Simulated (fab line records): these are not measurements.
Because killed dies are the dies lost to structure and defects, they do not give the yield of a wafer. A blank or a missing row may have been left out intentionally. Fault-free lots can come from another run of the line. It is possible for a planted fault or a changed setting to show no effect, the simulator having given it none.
Which tool was responsible? :: flow sky130 :: 11 lots with 33 wafers sampled at 6 steps, on a route of 708 steps

== WHAT THE GAUGES READ, wafer by wafer ==
SKY_POLY_GATE_THK_MEAS_01.
lot: L726
measured: day 13 18:35
on: film metro-03
POLY_GATE_CVD_00_THK (nm): 182.0 182.9 181.9

lot: L728
measured: day 14 11:46
on: film metro-04
POLY_GATE_CVD_00_THK (nm): 179.8 178.9 179.0

lot: L729
measured: day 14 20:06
on: film metro-04
POLY_GATE_CVD_00_THK (nm): 125.4 125.8 125.5 125.5 125.8 125.4

lot: L730
measured: day 15 07:39
on: film metro-03
POLY_GATE_CVD_00_THK (nm): 122.9 124.3 125.7 122.9 124.4 125.7

lot: L739
measured: day 18 09:25
on: film metro-04
POLY_GATE_CVD_00_THK (nm): 177.9 178.2 177.9

lot: L740
measured: day 18 19:29
on: film metro-03
POLY_GATE_CVD_00_THK (nm): 180.6 179.4 179.8

lot: L741
measured: day 19 08:17
on: film metro-02
POLY_GATE_CVD_00_THK (nm): 176.3 177.7 177.8

lot: L744
measured: day 20 02:12
on: film metro-02
POLY_GATE_CVD_00_THK (nm): 179.3 179.5 180.1

lot: L747
measured: day 21 00:16
on: film metro-03
POLY_GATE_CVD_00_THK (nm): 177.1 177.4 178.8

lot: L748
measured: day 21 14:44
on: film metro-03
POLY_GATE_CVD_00_THK (nm): 177.8 179.3 178.3

lot: L749
measured: day 23 05:32
on: film metro-02
POLY_GATE_CVD_00_THK (nm): 181.8 180.3 181.2

SKY_LDD_N_OVL_MEAS_07.
lot: L726
measured: day 17 05:41
on: overlay-01
LDD_N_OVL (nm): -0.8 -1.1 0.4

lot: L728
measured: day 18 04:40
on: overlay-02
LDD_N_OVL (nm): 0.5 -1.2 0.6

lot: L729
measured: day 18 12:56
on: overlay-01
LDD_N_OVL (nm): 0.7 -1.4 -0.2

lot: L730
measured: day 19 02:02
on: overlay-02
LDD_N_OVL (nm): -1.2 -0.6 -0.9

lot: L739
measured: day 22 07:34
on: overlay-01
LDD_N_OVL (nm): 0.8 1.9 -0.8

lot: L740
measured: day 22 17:10
on: overlay-01
LDD_N_OVL (nm): -1.2 -0.8 -1.9

lot: L741
measured: day 23 05:34
on: overlay-01
LDD_N_OVL (nm): 0.0 -1.1 0.1

lot: L744
measured: day 24 00:04
on: overlay-01
LDD_N_OVL (nm): -2.3 -1.1 -0.8

lot: L747
measured: day 24 20:28
on: overlay-01
LDD_N_OVL (nm): 0.7 -1.0 0.2

lot: L748
measured: day 25 10:29
on: overlay-01
LDD_N_OVL (nm): 1.0 0.0 0.3

lot: L749
measured: day 27 00:58
on: overlay-01
LDD_N_OVL (nm): -0.4 0.5 -2.3

== EACH LOT AND THE TOOL THAT RAN IT (in order: tool; ch and the chambers of the sampled wafers; start) ==
lot: L726
SKY_FIELD_ISO_ETCH_17: rie si-02 ch 1,3, day 2 08:30
SKY_NWELL_STRIP_14: plasma asher-01 ch 0, day 4 13:52
SKY_POLY_GATE_CVD_00: lpcvd-01 ch 1, day 13 17:22
SKY_POLY_GATE_ETCH_17: rie si-02 ch 2,3, day 16 00:01

lot: L728
SKY_FIELD_ISO_ETCH_17: rie si-01 ch 0,3, day 2 17:41
SKY_NWELL_STRIP_14: plasma asher-01 ch 0,1, day 5 03:19
SKY_POLY_GATE_CVD_00: lpcvd-01 ch 1, day 14 10:32
SKY_POLY_GATE_ETCH_17: rie si-02 ch 1,2,3, day 16 22:43

lot: L729
SKY_FIELD_ISO_ETCH_17: rie si-02 ch 0,1,3, day 2 21:44
SKY_NWELL_STRIP_14: plasma asher-04 ch 0,1, day 5 06:31
SKY_POLY_GATE_CVD_00: lpcvd-01 ch 1, day 14 18:54
SKY_POLY_GATE_ETCH_17: rie si-01 ch 0,2,3, day 17 05:07

lot: L730
SKY_FIELD_ISO_ETCH_17: rie si-02 ch 0,1,3, day 3 06:05
SKY_NWELL_STRIP_14: plasma asher-04 ch 0,1, day 5 14:17
SKY_POLY_GATE_CVD_00: lpcvd-01 ch 1, day 15 06:27
SKY_POLY_GATE_ETCH_17: rie si-02 ch 2,3, day 17 17:16

lot: L739
SKY_FIELD_ISO_ETCH_17: rie si-01 ch 0,1,2, day 4 23:26
SKY_NWELL_STRIP_14: plasma asher-03 ch 0,1, day 7 16:16
SKY_POLY_GATE_CVD_00: lpcvd-01 ch 1, day 18 08:13
SKY_POLY_GATE_ETCH_17: rie si-02 ch 2,3, day 21 00:25

lot: L740
SKY_FIELD_ISO_ETCH_17: rie si-02 ch 0,1,2, day 5 08:29
SKY_NWELL_STRIP_14: plasma asher-04 ch 0,1, day 8 01:31
SKY_POLY_GATE_CVD_00: lpcvd-01 ch 0, day 18 18:17
SKY_POLY_GATE_ETCH_17: rie si-01 ch 1,3, day 21 09:46

lot: L741
SKY_FIELD_ISO_ETCH_17: rie si-02 ch 0,1,3, day 5 12:29
SKY_NWELL_STRIP_14: plasma asher-03 ch 0,1, day 8 06:02
SKY_POLY_GATE_CVD_00: lpcvd-01 ch 0, day 19 07:04
SKY_POLY_GATE_ETCH_17: rie si-02 ch 0,1,2, day 21 22:26

lot: L744
SKY_FIELD_ISO_ETCH_17: rie si-02 ch 0,2,3, day 6 01:56
SKY_NWELL_STRIP_14: plasma asher-03 ch 0,1, day 8 22:08
SKY_POLY_GATE_CVD_00: lpcvd-01 ch 0, day 20 01:00
SKY_POLY_GATE_ETCH_17: rie si-01 ch 0,1,3, day 22 17:53

lot: L747
SKY_FIELD_ISO_ETCH_17: rie si-02 ch 0,1, day 6 18:53
SKY_NWELL_STRIP_14: plasma asher-04 ch 0,1, day 9 13:55
SKY_POLY_GATE_CVD_00: lpcvd-01 ch 1, day 20 22:28
SKY_POLY_GATE_ETCH_17: rie si-02 ch 0,1, day 23 13:08

lot: L748
SKY_FIELD_ISO_ETCH_17: rie si-01 ch 0,2, day 7 02:23
SKY_NWELL_STRIP_14: plasma asher-03 ch 0,1, day 9 21:44
SKY_POLY_GATE_CVD_00: lpcvd-01 ch 0, day 21 13:32
SKY_POLY_GATE_ETCH_17: rie si-01 ch 0,1,3, day 24 03:38

lot: L749
SKY_FIELD_ISO_ETCH_17: rie si-01 ch 0,2,3, day 7 06:29
SKY_NWELL_STRIP_14: plasma asher-04 ch 0,1, day 10 06:04
SKY_POLY_GATE_CVD_00: lpcvd-01 ch 0, day 23 03:43
SKY_POLY_GATE_ETCH_17: rie si-02 ch 2,3, day 25 18:34
- SKY_FIELD_ISO_ETCH_17: etches Si in HBr/Cl2/O2, target depth 342 nm, time 97.7 s.
- SKY_NWELL_STRIP_14: strips in O2/N2.
- SKY_POLY_GATE_CVD_00: deposits poly-Si, target thk 180 nm, time 720 s.
- SKY_POLY_GATE_ETCH_17: etches poly-Si in HBr/Cl2, stops on SiO2, target depth 180 nm, time 70.5 s.

== WHAT THE TOOLS THEMSELVES READ (means of the sampled wafers that have a number; where no wafer has one, the mark that the record gives instead) ==
SKY_FIELD_ISO_ETCH_17.
lot: L726
tool: rie si-02
drypump motor current A (A): 5.8
oes product au (a.u.): 0.998
throttle valve pct (%): 25.651

lot: L728
tool: rie si-01
drypump motor current A (A): 5.2
oes product au (a.u.): 0.996
throttle valve pct (%): 25.662

lot: L729
tool: rie si-02
drypump motor current A (A): 6.0
oes product au (a.u.): 0.996
throttle valve pct (%): 25.658

lot: L730
tool: rie si-02
drypump motor current A (A): 6.0
oes product au (a.u.): 0.992
throttle valve pct (%): 25.659

lot: L739
tool: rie si-01
drypump motor current A (A): 4.9
oes product au (a.u.): 0.997
throttle valve pct (%): 25.656

lot: L740
tool: rie si-02
drypump motor current A (A): 6.2
oes product au (a.u.): 1.009
throttle valve pct (%): 25.660

lot: L741
tool: rie si-02
drypump motor current A (A): 6.0
oes product au (a.u.): 0.993
throttle valve pct (%): 25.653

lot: L744
tool: rie si-02
drypump motor current A (A): 6.2
oes product au (a.u.): 0.990
throttle valve pct (%): 25.659

lot: L747
tool: rie si-02
drypump motor current A (A): 6.3
oes product au (a.u.): 1.010
throttle valve pct (%): 25.644

lot: L748
tool: rie si-01
drypump motor current A (A): 4.7
oes product au (a.u.): 0.987
throttle valve pct (%): 25.665

lot: L749
tool: rie si-01
drypump motor current A (A): 5.0
oes product au (a.u.): 0.990
throttle valve pct (%): 25.668

SKY_NWELL_STRIP_14.
lot: L726
tool: plasma asher-01
drypump motor current A (A): 5.5
oes product au (a.u.): 0.723
strip time to endpoint s (s): 36.99

lot: L728
tool: plasma asher-01
drypump motor current A (A): 6.0
oes product au (a.u.): 0.723
strip time to endpoint s (s): 36.92

lot: L729
tool: plasma asher-04
drypump motor current A (A): 5.7
oes product au (a.u.): 0.728
strip time to endpoint s (s): 36.97

lot: L730
tool: plasma asher-04
drypump motor current A (A): 5.5
oes product au (a.u.): 0.721
strip time to endpoint s (s): 36.88

lot: L739
tool: plasma asher-03
drypump motor current A (A): 5.8
oes product au (a.u.): 0.721
strip time to endpoint s (s): 36.90

lot: L740
tool: plasma asher-04
drypump motor current A (A): 5.5
oes product au (a.u.): 0.722
strip time to endpoint s (s): 37.10

lot: L741
tool: plasma asher-03
drypump motor current A (A): 5.8
oes product au (a.u.): 0.724
strip time to endpoint s (s): 36.90

lot: L744
tool: plasma asher-03
drypump motor current A (A): 6.1
oes product au (a.u.): 0.722
strip time to endpoint s (s): 36.94

lot: L747
tool: plasma asher-04
drypump motor current A (A): 5.7
oes product au (a.u.): 0.728
strip time to endpoint s (s): 37.00

lot: L748
tool: plasma asher-03
drypump motor current A (A): 6.1
oes product au (a.u.): 0.726
strip time to endpoint s (s): 36.75

lot: L749
tool: plasma asher-04
drypump motor current A (A): 5.7
oes product au (a.u.): 0.721
strip time to endpoint s (s): 36.75

SKY_POLY_GATE_CVD_00.
lot: L726
tool: lpcvd-01
susceptor temp C (C): 619.92

lot: L728
tool: lpcvd-01
susceptor temp C (C): 619.96

lot: L729
tool: lpcvd-01
susceptor temp C (C): 620.10

lot: L730
tool: lpcvd-01
susceptor temp C (C): 619.99

lot: L739
tool: lpcvd-01
susceptor temp C (C): 620.10

lot: L740
tool: lpcvd-01
susceptor temp C (C): 619.82

lot: L741
tool: lpcvd-01
susceptor temp C (C): 619.81

lot: L744
tool: lpcvd-01
susceptor temp C (C): 619.97

lot: L747
tool: lpcvd-01
susceptor temp C (C): 620.22

lot: L748
tool: lpcvd-01
susceptor temp C (C): 619.69

lot: L749
tool: lpcvd-01
susceptor temp C (C): 620.01

SKY_POLY_GATE_ETCH_17.
lot: L726
tool: rie si-02
drypump motor current A (A): 5.9
oes product au (a.u.): 0.981
throttle valve pct (%): 33.682

lot: L728
tool: rie si-02
drypump motor current A (A): 5.9
oes product au (a.u.): 0.987
throttle valve pct (%): 33.675

lot: L729
tool: rie si-01
drypump motor current A (A): 5.0
oes product au (a.u.): 0.771
throttle valve pct (%): 33.689

lot: L730
tool: rie si-02
drypump motor current A (A): 5.9
oes product au (a.u.): 0.771
throttle valve pct (%): 33.695

lot: L739
tool: rie si-02
drypump motor current A (A): 6.1
oes product au (a.u.): 0.978
throttle valve pct (%): 33.690

lot: L740
tool: rie si-01
drypump motor current A (A): 5.4
oes product au (a.u.): 0.986
throttle valve pct (%): 33.691

lot: L741
tool: rie si-02
drypump motor current A (A): 6.2
oes product au (a.u.): 0.981
throttle valve pct (%): 33.694

lot: L744
tool: rie si-01
drypump motor current A (A): 5.2
oes product au (a.u.): 0.981
throttle valve pct (%): 33.691

lot: L747
tool: rie si-02
drypump motor current A (A): 6.0
oes product au (a.u.): 0.983
throttle valve pct (%): 33.682

lot: L748
tool: rie si-01
drypump motor current A (A): 5.2
oes product au (a.u.): 0.983
throttle valve pct (%): 33.684

lot: L749
tool: rie si-02
drypump motor current A (A): 5.9
oes product au (a.u.): 0.990
throttle valve pct (%): 33.693

== THE ANSWER, worked out from the rows above alone ==
Rule: usual is defined by the lots themselves. Put in order of their means at a reading, lots are off if they are a third of the lots or fewer, leave a main group of 4 or more, and stand apart from it by a gap of 3 or more times the standard deviation of the main group's means; of several such gaps the widest counts. A main group is skipped when, at the precision printed for the reading in the tables above, its means are all equal. Also off: a lot with no number at a reading for which 4 or more lots have one. The other lots that the step has rows for count as sound. The gauges are gone through in route order, then the tools' own readings, and for those a lot's mean is taken as printed above. The first step at which some lot is off is used, and at that step the reading that is off furthest; a lot without a number counts as furthest.
Off: L729, L730, seen at SKY_POLY_GATE_THK_MEAS_01 (POLY_GATE_CVD_00_THK). Main group: mean 179.3 nm, sd 1.5.
If a tool, at a process step before that reading, ran all the lots that are off and no sound lot after the first of them, it fits. The gauges at SKY_POLY_GATE_THK_MEAS_01 aren't tried: what is off there is off at SKY_POLY_GATE_ETCH_17 too, on other tools, and a gauge's error can't cause that. Of those tried, none fits.

== WHAT HAD BEEN PUT IN BY THE SIMULATOR ==
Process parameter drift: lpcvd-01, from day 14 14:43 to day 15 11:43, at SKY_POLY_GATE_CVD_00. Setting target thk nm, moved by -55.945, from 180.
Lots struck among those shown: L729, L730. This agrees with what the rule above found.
